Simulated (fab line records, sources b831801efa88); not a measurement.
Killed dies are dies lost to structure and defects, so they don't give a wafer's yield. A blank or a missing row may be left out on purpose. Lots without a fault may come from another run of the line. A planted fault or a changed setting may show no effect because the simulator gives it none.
Which tool did it? | flow gf180mcu | 13 lots, 39 wafers sampled, at 4 steps of a route of 602

WHAT THE GAUGES READ, wafer by wafer
GF_V5_CD_MEAS_14: target cd 260 nm.
lot  | measured     | on        | cd_nm (nm)
L286 | day 27 02:56 | cd_sem-02 | 259.5 259.5 258.6
L288 | day 27 17:06 | cd_sem-02 | 259.6 260.5 260.2
L289 | day 27 21:59 | cd_sem-01 | 261.3 260.7 261.1
L290 | day 28 08:19 | cd_sem-02 | 261.5 263.2 260.9
L292 | day 29 06:24 | cd_sem-02 | 259.4 259.1 258.4
L293 | day 29 11:52 | cd_sem-02 | 259.5 259.7 259.9
L297 | day 30 21:27 | cd_sem-01 | 258.5 257.9 258.0
L298 | day 31 09:52 | cd_sem-01 | 261.1 262.0 261.8
L299 | day 31 11:23 | cd_sem-01 | 259.3 259.2 259.7
L301 | day 31 22:24 | cd_sem-02 | 260.1 260.9 260.3
L305 | day 32 14:23 | cd_sem-02 | 259.0 259.3 259.8
L307 | day 33 00:13 | cd_sem-01 | 258.6 258.8 257.7
L309 | day 33 11:26 | cd_sem-01 | 260.1 260.6 260.2

GF_TOP_METAL_RS_MEAS_05: measures by four-point-probe.
lot  | measured     | on            | TOP_METAL_ALCU_RS (ohm/sq)
L286 | day 27 04:44 | film_metro-03 | 0.0325 0.0328 0.0324
L288 | day 27 18:52 | film_metro-03 | 0.0326 0.0322 0.0327
L289 | day 27 23:45 | film_metro-03 | 0.0329 0.0328 0.0325
L290 | day 28 10:05 | film_metro-01 | 0.0324 0.0323 0.0323
L292 | day 29 08:13 | film_metro-02 | 0.0326 0.0326 0.0325
L293 | day 29 13:38 | film_metro-01 | 0.0325 0.0328 0.0324
L297 | day 30 23:18 | film_metro-01 | 0.0329 0.0332 0.0330
L298 | day 31 11:48 | film_metro-03 | 0.0327 0.0327 0.0328
L299 | day 31 13:21 | film_metro-03 | 0.0329 0.0327 0.0328
L301 | day 32 00:10 | film_metro-02 | 0.0329 0.0328 0.0326
L305 | day 32 16:13 | film_metro-01 | 0.0320 0.0320 0.0326
L307 | day 33 02:01 | film_metro-03 | 0.0327 0.0328 0.0330
L309 | day 33 13:12 | film_metro-02 | 0.0327 0.0325 0.0324

WHICH TOOL RAN EACH LOT (tool, then ch and the chambers of the sampled wafers, then the start)
lot  | GF_M4_SPUTTER_03             | GF_V5_CMP_04
L286 | pvd_sputter-02, day 22 09:13 | cmp-02 ch 1,2,3, day 26 06:06
L288 | pvd_sputter-03, day 23 00:40 | cmp-02 ch 0,1, day 26 20:38
L289 | pvd_sputter-02, day 23 08:05 | cmp-01 ch 0,1,2, day 27 02:26
L290 | pvd_sputter-03, day 23 18:29 | cmp-01 ch 0,1,3, day 27 12:44
L292 | pvd_sputter-04, day 24 17:31 | cmp-01 ch 2,3, day 28 10:15
L293 | pvd_sputter-04, day 25 03:09 | cmp-01 ch 0,2,3, day 28 16:50
L297 | pvd_sputter-03, day 26 17:31 | cmp-02 ch 0,1,3, day 30 03:51
L298 | pvd_sputter-03, day 27 04:59 | cmp-02 ch 0,1,2, day 30 15:41
L299 | pvd_sputter-02, day 27 08:55 | cmp-02 ch 1,2,3, day 30 17:37
L301 | pvd_sputter-03, day 27 21:19 | cmp-01 ch 0,1,2, day 31 04:41
L305 | pvd_sputter-03, day 28 16:30 | cmp-02 ch 1,2,3, day 31 21:39
L307 | pvd_sputter-03, day 29 02:40 | cmp-01 ch 0,1, day 32 07:22
L309 | pvd_sputter-03, day 29 15:37 | cmp-02 ch 0,2, day 32 19:02
- GF_M4_SPUTTER_03: material Ti, target thk 10 nm, time 6.7 s.
- GF_V5_CMP_04: polishes SiO2.

WHAT THE TOOLS THEMSELVES READ (means of the sampled wafers that have a number; where no wafer has one, the mark that the record gives instead)
GF_M4_SPUTTER_03.
lot  | tool           | throttle_valve_pct (%)
L286 | pvd_sputter-02 | 30.9
L288 | pvd_sputter-03 | 30.3
L289 | pvd_sputter-02 | 31.5
L290 | pvd_sputter-03 | 30.3
L292 | pvd_sputter-04 | 29.7
L293 | pvd_sputter-04 | 30.4
L297 | pvd_sputter-03 | 29.7
L298 | pvd_sputter-03 | 28.3
L299 | pvd_sputter-02 | 28.8
L301 | pvd_sputter-03 | 29.4
L305 | pvd_sputter-03 | 30.7
L307 | pvd_sputter-03 | 30.4
L309 | pvd_sputter-03 | 30.3

GF_V5_CMP_04.
lot  | tool   | motor_current_A (A) | retaining_ring_pressure_frac
L286 | cmp-02 | 10.8                | 0.999
L288 | cmp-02 | 13.5                | 1.003
L289 | cmp-01 | 12.0                | 1.001
L290 | cmp-01 | 12.3                | 0.999
L292 | cmp-01 | 12.0                | 0.996
L293 | cmp-01 | 12.2                | 0.999
L297 | cmp-02 | 12.0                | 1.001
L298 | cmp-02 | 11.9                | 1.003
L299 | cmp-02 | 10.7                | 1.000
L301 | cmp-01 | 12.7                | 0.998
L305 | cmp-02 | 10.9                | 1.003
L307 | cmp-01 | 12.6                | 0.995
L309 | cmp-02 | 13.2                | 1.003

THE ANSWER, worked out from the rows above alone
Rule: what is usual is taken from the lots themselves. Put in order of their means at a reading, lots are off if they are a third of the lots or fewer, leave a main group of 4 or more, and stand apart from it by a gap of 3 or more times the standard deviation of the main group's means; of several such gaps the widest counts. A main group whose means are all the same, to the digits that the tables above print for the reading, isn't used. A lot without any number at a reading at which 4 lots or more have one is off too. The other lots that the step has rows for count as sound. The gauges are gone through in route order, then the tools' own readings, and for those a lot's mean is taken as printed above. The first step at which some lot is off is used, and at that step the reading that is off furthest; a lot without a number counts as furthest.
No lot is off at any reading shown: from this, nothing can be told.

WHAT THE SIMULATOR HAD PUT IN
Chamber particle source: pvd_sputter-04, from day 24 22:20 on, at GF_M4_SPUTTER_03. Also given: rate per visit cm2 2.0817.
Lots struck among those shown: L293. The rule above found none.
